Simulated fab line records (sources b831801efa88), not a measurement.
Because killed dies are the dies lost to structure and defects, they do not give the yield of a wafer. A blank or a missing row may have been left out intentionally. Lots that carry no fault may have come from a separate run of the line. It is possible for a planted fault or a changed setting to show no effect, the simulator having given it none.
fab line records	flow sfq-line
record lots=14	wafers=42	last-day=91
route steps=325 shown I1@75 M2@101 I2@104
lots that met no fault: taken from a fault-free run of the same line
start-h: hours from the record's opening day to when the first of the lot's shown wafers began	wait-h: hours since the lot's step before	" identical to the entry in the row above	L1.1+2: a row that stands for several wafers	- no value present, or no start provided	* or withheld: withheld	< > ~ a bound
route shown NAME@n: a module of which the file shows steps, and the number in the route of the first	usual: mean/standard deviation of fault-free wafers	same: alike in all rows	chamber/n: place in a boat	sites: the reading at each site	_std_site: the standard deviation of these	_edge_site: the outer-site mean with the inner-site mean subtracted	radius-mm: for every site, how far away it sits from the centre of the wafer	mask NAME#n: copy n	behind: tool/chamber where the wafer was last shaped	hold: what put the lot on hold/how long, in hours/how the hold closed	device: which transistor (n, p or np) failed to switch	end of line: the same wafers' tests at the end of the route	step lacking rows: just its recipe	killed: dies lost to structure and defects at the first sort, not the wafer's yield	map: the dies of a wafer, with x for killed, . for not killed, _ for no die there
set.NAME: the setting that was run; set.NAME@STEP: the one run at that earlier step	model.NAME: the simulator's own value behind a step, which no gauge read
the route's steps for a sample of lots (tables are steps, rows are wafers)
services: from which hour (start-h, from the record's first day; less than 0 if before it) a tool's chamber was out of use, for how many hours, and why
## steps
# step SFQ_I1_BOW_MEAS_912
# recipe mode=bow
# usual I1_BOW=2/7.2
lot.wafer	tool	chamber	start-h	wait-h	I1_BOW[um]
L785.1	film-metro-02	-	255.60	1.0	-7
L785.2	"	-	"	"	-3
L785.6	"	-	"	"	-8
L786.1	film-metro-02	-	261.60	1.0	-2
L786.4	"	-	"	"	-8
L786.6	"	-	"	"	-1
L787.3	film-metro-03	-	271.24	2.0	10
L787.4	"	-	"	"	-5
L787.5	"	-	"	"	-2
L788.2	film-metro-03	-	287.11	2.0	14
L788.5	"	-	"	"	4
L788.6	"	-	"	"	7
L791.2	film-metro-02	-	299.11	1.5	11
L791.3	"	-	"	"	7
L791.5	"	-	"	"	6
L797.1	film-metro-02	-	337.58	1.0	-7
L797.2	"	-	"	"	11
L797.5	"	-	"	"	6
L798.3	film-metro-04	-	341.13	2.0	4
L798.5	"	-	"	"	4
L798.6	"	-	"	"	-6
L799.1	film-metro-03	-	345.41	2.5	2
L799.2	"	-	"	"	6
L799.4	"	-	"	"	3
L800.1	film-metro-03	-	358.58	2.0	-10
L800.3	"	-	"	"	-3
L800.4	"	-	"	"	-3
L801.1	film-metro-04	-	364.58	2.5	-3
L801.4	"	-	"	"	-1
L801.6	"	-	"	"	-2
L802.1	film-metro-03	-	374.36	2.5	1
L802.3	"	-	"	"	-21
L802.6	"	-	"	"	-1
L803.1	film-metro-03	-	380.48	1.5	8
L803.3	"	-	"	"	-7
L803.6	"	-	"	"	-1
L807.1	film-metro-03	-	414.87	1.5	17
L807.2	"	-	"	"	1
L807.6	"	-	"	"	21
L808.1	film-metro-02	-	420.87	2.0	1
L808.2	"	-	"	"	8
L808.4	"	-	"	"	-4
# step SFQ_TRILAYER_M2_STRIP_STRIP_061
# recipe gas=O2	power-w=200	platen-temp-c=40	overash-fraction=0.65	chemistry=O2	pressure-mtorr=50
# usual drypump-motor-current-A=5.4/0.46	he-backside-leak-sccm=3.6/0.46	oes-product-au=1.001/0.0085
lot.wafer	tool	chamber	start-h	wait-h	drypump-motor-current-A	he-backside-leak-sccm	oes-product-au	rf-hours-counter-h
L785.1	rie-metal-04	1	535.83	0.1	6.2	3.5	0.984	54
L785.2	"	0	"	"	5.0	4.1	1.003	109
L785.6	"	0	"	"	5.0	4.1	1.005	-
L786.1	rie-metal-01	1	548.60	0.1	5.0	3.4	1.008	78
L786.4	"	1	"	"	5.0	3.3	1.005	-
L786.6	"	1	"	"	5.0	3.3	1.007	-
L787.3	rie-metal-03	1	559.70	0.2	4.9	3.4	1.005	-
L787.4	"	0	"	"	5.6	3.3	0.989	-
L787.5	"	0	"	"	5.6	3.3	1.004	-
L788.2	rie-metal-03	1	576.30	0.1	4.9	3.7	1.002	10
L788.5	"	1	"	"	5.0	3.5	1.003	-
L788.6	"	0	"	"	5.7	3.0	1.009	-
L791.2	rie-metal-03	0	596.70	0.1	5.7	3.1	1.016	6
L791.3	"	0	"	"	5.6	3.1	0.993	-
L791.5	"	1	"	"	4.9	3.3	0.995	-
L797.1	rie-metal-03	1	653.02	0.1	4.9	3.6	1.005	21
L797.2	"	0	"	"	5.6	3.2	1.006	14
L797.5	"	0	"	"	5.6	3.3	1.006	-
L798.3	rie-metal-01	1	661.62	0.2	5.0	3.4	1.018	-
L798.5	"	1	"	"	5.0	3.4	1.014	-
L798.6	"	0	"	"	5.8	3.8	0.991	-
L799.1	rie-metal-01	0	669.82	0.1	5.8	3.7	0.996	115
L799.2	"	1	"	"	5.0	3.4	1.006	95
L799.4	"	0	"	"	5.8	3.7	0.999	-
L800.1	rie-metal-03	0	683.02	0.1	5.6	3.1	1.008	18
L800.3	"	1	"	"	4.9	3.4	1.003	-
L800.4	"	0	"	"	5.7	3.2	1.010	-
L801.1	rie-metal-04	0	687.82	0.1	5.0	3.2	1.011	129
L801.4	"	1	"	"	6.2	3.5	1.008	-
L801.6	"	1	"	"	6.2	3.4	0.985	-
L802.1	rie-metal-01	0	693.82	0.1	5.8	4.0	0.993	118
L802.3	"	0	"	"	5.8	3.7	0.997	-
L802.6	"	0	"	"	5.9	3.9	0.997	-
L803.1	rie-metal-03	1	701.02	0.1	5.0	3.5	1.002	27
L803.3	"	1	"	"	4.9	3.5	0.994	-
L803.6	"	0	"	"	5.6	3.1	0.995	-
L807.1	rie-metal-04	1	743.27	0.1	6.1	3.3	1.003	80
L807.2	"	0	"	"	5.0	4.0	1.008	135
L807.6	"	0	"	"	5.0	6.7	1.003	-
L808.1	rie-metal-01	1	751.67	0.1	5.0	3.4	1.005	106
L808.2	"	0	"	"	5.8	3.6	0.999	127
L808.4	"	1	"	"	5.0	3.5	1.007	-
# step SFQ_TRILAYER_I2_CMP_CMP_064
# recipe material=SiO2	down-force-psi=3	platen-rpm=60	pad-velocity-m-s=0.94248
# usual edge-zone-pressure-frac=1.000/0.0054	head-pressure-psi=3.000/0.0064	motor-current-A=10.2/1.4	time-to-endpoint-s=215/7
lot.wafer	tool	chamber	start-h	wait-h	edge-zone-pressure-frac	head-pressure-psi	motor-current-A	time-to-endpoint-s
L785.2	cmp-01	1	537.68	1.0	1.004	3.004	7.5	210
L785.1	"	2	"	"	1.007	2.997	10.4	209
L785.6	"	3	"	"	0.987	2.987	10.9	209
L786.1	cmp-02	0	551.72	2.3	1.004	3.001	9.8	202
L786.4	"	2	552.72	3.3	1.007	3.001	11.8	223
L786.6	"	3	"	"	1.000	2.998	8.5	215
L787.4	cmp-02	0	561.73	1.4	-	-	-	-
L787.3	"	1	"	"	-	-	-	-
L787.5	"	0	563.73	3.4	-	-	-	-
L788.2	cmp-01	1	578.07	1.0	-	-	-	-
L788.5	"	0	579.57	2.4	-	-	-	-
L788.6	"	1	"	"	-	-	-	-
L791.2	cmp-01	2	598.06	0.5	0.993	2.983	10.6	210
L791.3	"	3	"	"	1.003	3.004	10.2	213
L791.5	"	1	599.56	2.0	1.002	3.001	7.6	221
L797.1	cmp-02	0	654.04	0.0	1.010	3.008	10.1	219
L797.2	"	2	655.04	1.0	0.999	3.001	11.9	218
L797.5	"	0	656.04	2.0	1.006	3.011	10.3	220
L798.3	cmp-01	1	663.77	1.5	0.997	2.992	7.5	226
L798.6	"	2	"	"	0.997	3.004	10.2	224
L798.5	"	3	"	"	0.999	3.002	10.3	213
L799.1	cmp-02	3	672.39	1.5	1.003	3.006	8.9	207
L799.2	"	0	"	"	0.995	3.005	10.1	210
L799.4	"	1	"	"	0.998	3.007	10.0	215
L800.4	cmp-02	2	684.51	0.6	1.004	2.993	12.0	223
L800.3	"	3	"	"	0.997	3.003	8.7	214
L800.1	"	0	"	"	1.002	2.999	10.2	215
L801.4	cmp-02	1	694.01	5.2	0.998	3.001	10.0	221
L801.1	"	2	"	"	0.996	3.009	11.8	221
L801.6	"	1	696.01	7.2	1.005	3.001	10.1	227
L802.1	cmp-02	2	702.51	7.9	0.997	2.995	11.8	226
L802.3	"	1	704.01	9.4	1.000	2.992	10.4	219
L802.6	"	2	"	"	1.005	2.992	11.6	230
L803.1	cmp-01	0	714.15	12.1	1.001	3.005	12.3	203
L803.3	"	2	715.15	13.1	1.003	2.990	10.1	212
L803.6	"	0	716.15	14.1	1.003	3.005	12.7	215
L807.1	cmp-02	1	750.51	6.4	1.002	3.009	10.0	215
L807.2	"	0	752.01	7.9	1.005	3.000	10.1	213
L807.6	"	1	"	"	1.018	3.001	10.0	211
L808.4	cmp-02	0	762.51	10.0	1.008	2.992	10.2	208
L808.2	"	2	763.51	11.0	0.999	2.995	11.7	211
L808.1	"	3	"	"	1.000	2.998	8.3	200
# step SFQ_TRILAYER_I2_METRO_MEASURE_065
# usual thk-nm=200.1/1.1
lot.wafer	tool	chamber	start-h	wait-h	thk-nm
L785.1	film-metro-01	-	539.80	0.1	201.3
L785.2	"	-	"	"	202.8
L785.6	"	-	"	"	200.9
L786.1	film-metro-01	-	554.34	0.1	199.2
L786.4	"	-	"	"	199.7
L786.6	"	-	"	"	199.3
L787.3	film-metro-02	-	564.75	0.5	492.1
L787.4	"	-	"	"	511.0
L787.5	"	-	"	"	500.2
L788.2	film-metro-01	-	580.89	0.3	494.1
L788.5	"	-	"	"	503.3
L788.6	"	-	"	"	497.2
L791.2	film-metro-02	-	600.88	0.3	202.0
L791.3	"	-	"	"	202.0
L791.5	"	-	"	"	203.8
L797.1	film-metro-01	-	657.16	0.1	201.5
L797.2	"	-	"	"	200.7
L797.5	"	-	"	"	200.1
L798.3	film-metro-02	-	665.79	0.5	200.7
L798.5	"	-	"	"	198.7
L798.6	"	-	"	"	200.3
L799.1	film-metro-02	-	675.01	0.1	199.8
L799.2	"	-	"	"	200.0
L799.4	"	-	"	"	200.0
L800.1	film-metro-03	-	687.63	0.1	200.6
L800.3	"	-	"	"	199.8
L800.4	"	-	"	"	201.2
L801.1	film-metro-01	-	696.63	0.1	203.4
L801.4	"	-	"	"	202.2
L801.6	"	-	"	"	200.8
L802.1	film-metro-02	-	705.63	0.1	201.3
L802.3	"	-	"	"	200.9
L802.6	"	-	"	"	201.9
L803.1	film-metro-03	-	716.77	0.1	199.3
L803.3	"	-	"	"	199.7
L803.6	"	-	"	"	198.3
L807.1	film-metro-03	-	753.63	0.1	197.3
L807.2	"	-	"	"	198.8
L807.6	"	-	"	"	198.4
L808.1	film-metro-02	-	765.63	0.1	198.5
L808.2	"	-	"	"	199.9
L808.4	"	-	"	"	199.9
# step SFQ_TRILAYER_I2_VIA_ETCH_VIA_ETCH_070
# recipe target=SiO2	stop-on=Nb	mask-material=PR	taper-deg=20	chemistry=CHF3	target-depth-nm=260	source-w=500	bias-w=80	pressure-mtorr=30	time-s=withheld
# usual drypump-motor-current-A=5.6/0.41	oes-product-au=0.854/0.0054
lot.wafer	tool	chamber	start-h	wait-h	drypump-motor-current-A	oes-product-au
L785.1	rie-diel-03	0	706.87	0.0	4.8	0.858
L785.2	"	1	"	"	5.6	0.852
L785.6	"	1	"	"	5.6	0.842
L786.1	rie-diel-02	3	722.47	0.0	6.4	0.860
L786.4	"	1	"	"	5.4	0.855
L786.6	"	0	"	"	5.9	0.853
L787.3	rie-diel-03	0	730.87	0.0	4.8	1.621
L787.4	"	1	"	"	5.6	1.604
L787.5	"	1	"	"	5.6	1.601
L788.2	rie-diel-03	2	750.33	0.0	5.7	1.639
L788.5	"	2	"	"	5.7	1.629
L788.6	"	3	"	"	4.9	1.609
L791.2	rie-diel-04	0	769.53	0.0	5.7	0.854
L791.3	"	1	"	"	5.8	0.859
L791.5	"	0	"	"	5.7	0.855
L797.1	rie-diel-02	0	809.38	0.0	5.8	0.859
L797.2	"	3	"	"	6.4	0.857
L797.5	"	2	"	"	5.7	0.857
L798.3	rie-diel-03	1	814.18	0.0	5.6	0.857
L798.5	"	0	"	"	4.8	0.846
L798.6	"	1	"	"	5.6	0.861
L799.1	rie-diel-02	1	821.38	0.0	5.4	0.854
L799.2	"	0	"	"	5.9	0.857
L799.4	"	2	"	"	5.7	0.857
L800.1	rie-diel-04	0	833.35	0.0	5.7	0.850
L800.3	"	1	"	"	5.8	0.848
L800.4	"	3	"	"	5.7	0.861
L801.1	rie-diel-02	3	838.15	0.0	6.4	0.858
L801.4	"	2	"	"	5.7	0.857
L801.6	"	3	"	"	6.4	0.857
L802.1	rie-diel-04	3	842.95	0.0	5.7	0.852
L802.3	"	2	"	"	5.4	0.862
L802.6	"	0	"	"	5.7	0.858
L803.1	rie-diel-02	1	848.95	0.0	5.4	0.858
L803.3	"	0	"	"	5.9	0.851
L803.6	"	2	"	"	5.7	0.852
L807.1	rie-diel-02	1	885.96	0.0	5.4	0.862
L807.2	"	2	"	"	5.7	0.853
L807.6	"	3	"	"	6.4	0.853
L808.1	rie-diel-02	0	897.92	0.0	5.9	0.842
L808.2	"	1	"	"	5.4	0.852
L808.4	"	3	"	"	6.4	0.847
# step SFQ_TRILAYER_I2_VIA_STRIP_STRIP_071
# recipe gas=O2	power-w=200	platen-temp-c=40	overash-fraction=0.65	chemistry=O2	pressure-mtorr=50
# usual drypump-motor-current-A=5.4/0.5	he-backside-leak-sccm=3.6/0.37	oes-product-au=1.001/0.0077
lot.wafer	tool	chamber	start-h	wait-h	drypump-motor-current-A	he-backside-leak-sccm	oes-product-au	rf-hours-counter-h
L785.1	rie-metal-03	0	706.98	-	5.7	3.2	1.000	21
L785.2	"	1	"	"	4.9	3.4	1.003	28
L785.6	"	0	"	"	5.6	6.1	1.005	-
L786.1	rie-metal-02	1	722.58	-	4.8	3.5	1.006	93
L786.4	"	1	"	"	4.8	3.5	1.002	-
L786.6	"	1	"	"	4.8	3.4	1.001	-
L787.3	rie-metal-04	0	731.18	-	5.0	4.3	1.012	-
L787.4	"	1	"	"	6.2	3.3	1.002	-
L787.5	"	1	"	"	6.2	3.3	1.004	-
L788.2	rie-metal-04	1	750.44	-	6.2	3.7	0.988	81
L788.5	"	1	"	"	6.1	3.6	0.989	-
L788.6	"	0	"	"	5.0	3.8	0.985	-
L791.2	rie-metal-02	0	769.64	-	5.8	3.5	1.015	5
L791.3	"	1	"	"	4.8	3.5	1.017	-
L791.5	"	0	"	"	5.8	3.4	1.010	-
L797.1	rie-metal-03	0	809.49	-	5.6	3.2	1.008	36
L797.2	"	1	"	"	4.9	3.8	1.001	43
L797.5	"	1	"	"	4.9	3.7	1.004	-
L798.3	rie-metal-03	0	814.49	-	5.6	3.1	0.992	-
L798.5	"	1	"	"	5.0	3.5	1.001	-
L798.6	"	0	"	"	5.6	3.1	0.999	-
L799.1	rie-metal-04	1	821.49	-	6.2	3.4	0.986	92
L799.2	"	0	"	"	5.0	4.3	0.998	148
L799.4	"	0	"	"	5.0	4.3	1.000	-
L800.1	rie-metal-04	0	833.46	-	5.0	3.9	0.995	150
L800.3	"	1	"	"	6.2	3.7	0.995	-
L800.4	"	0	"	"	5.0	3.8	0.988	-
L801.1	rie-metal-04	1	838.26	-	6.2	3.6	1.005	94
L801.4	"	1	"	"	6.2	3.5	1.002	-
L801.6	"	1	"	"	6.2	3.5	1.004	-
L802.1	rie-metal-03	0	843.06	-	5.7	3.2	0.999	40
L802.3	"	1	"	"	4.9	3.6	0.992	-
L802.6	"	0	"	"	5.7	3.3	0.999	-
L803.1	rie-metal-03	0	849.06	-	5.6	3.4	0.996	41
L803.3	"	0	"	"	5.6	3.2	1.004	-
L803.6	"	1	"	"	4.9	3.6	0.989	-
L807.1	rie-metal-03	1	886.07	-	4.9	3.5	0.995	53
L807.2	"	0	"	"	5.7	3.3	1.001	47
L807.6	"	1	"	"	4.9	3.5	0.986	-
L808.1	rie-metal-04	1	898.03	-	6.2	3.4	1.009	105
L808.2	"	1	"	"	6.2	3.2	1.015	-
L808.4	"	1	"	"	6.2	3.7	1.007	-
## services
tool	chamber	start-h	hours	kind
rie-diel-02	-	521.54	0.6	repair
cmp-02	-	545.38	5.8	pm
rie-diel-02	0	546.96	9.7	repair
film-metro-02	-	547.97	0.9	pm
rie-diel-02	0	576.09	2.4	repair
cmp-02	-	576.73	4.0	pm
rie-diel-02	0	584.05	8.6	repair
cmp-02	-	604.34	1.0	repair
rie-metal-03	-	611.95	2.8	pm
rie-diel-02	-	627.78	2.8	pm
rie-metal-03	-	771.20	0.5	repair
rie-diel-02	3	771.80	4.1	repair
rie-diel-02	-	778.28	0.3	repair
rie-metal-04	-	780.39	0.8	repair
cmp-02	-	780.43	2.8	repair
rie-diel-02	2	791.04	3.7	repair
rie-metal-04	-	793.74	1.1	repair
cmp-02	-	810.85	1.3	repair
cmp-02	-	820.05	1.6	repair
cmp-02	-	847.28	1.0	repair
rie-metal-04	-	866.13	0.2	repair
cmp-02	-	875.57	0.8	repair
rie-metal-03	0	889.06	25.3	repair
rie-metal-03	-	896.59	1.0	repair
## key
first-sign step=SFQ_TRILAYER_I2_CMP_CMP_064	reading=tool-record	direction=missing
effect step=SFQ_TRILAYER_I2_METRO_MEASURE_065	reading=thk-nm	direction=up	sigmas=99+	usual=200.1	struck=499.7
effect step=SFQ_TRILAYER_I2_VIA_ETCH_VIA_ETCH_070	reading=oes-product-au	direction=up	sigmas=99+	usual=0.854	struck=1.617
met-at SFQ_TRILAYER_I2_CMP_CMP_064
struck-lots L787,L788
not-acting-at SFQ_I1_BOW_MEAS_912,SFQ_TRILAYER_M2_STRIP_STRIP_061,SFQ_TRILAYER_I2_VIA_STRIP_STRIP_071
onset-between 551.72 561.73
fault kind=skipped-step-whole	tool=cmp-01,cmp-02	chamber=-	onset-h=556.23	steps=SFQ_TRILAYER_I2_CMP_CMP_064	scope=struck-lots-only
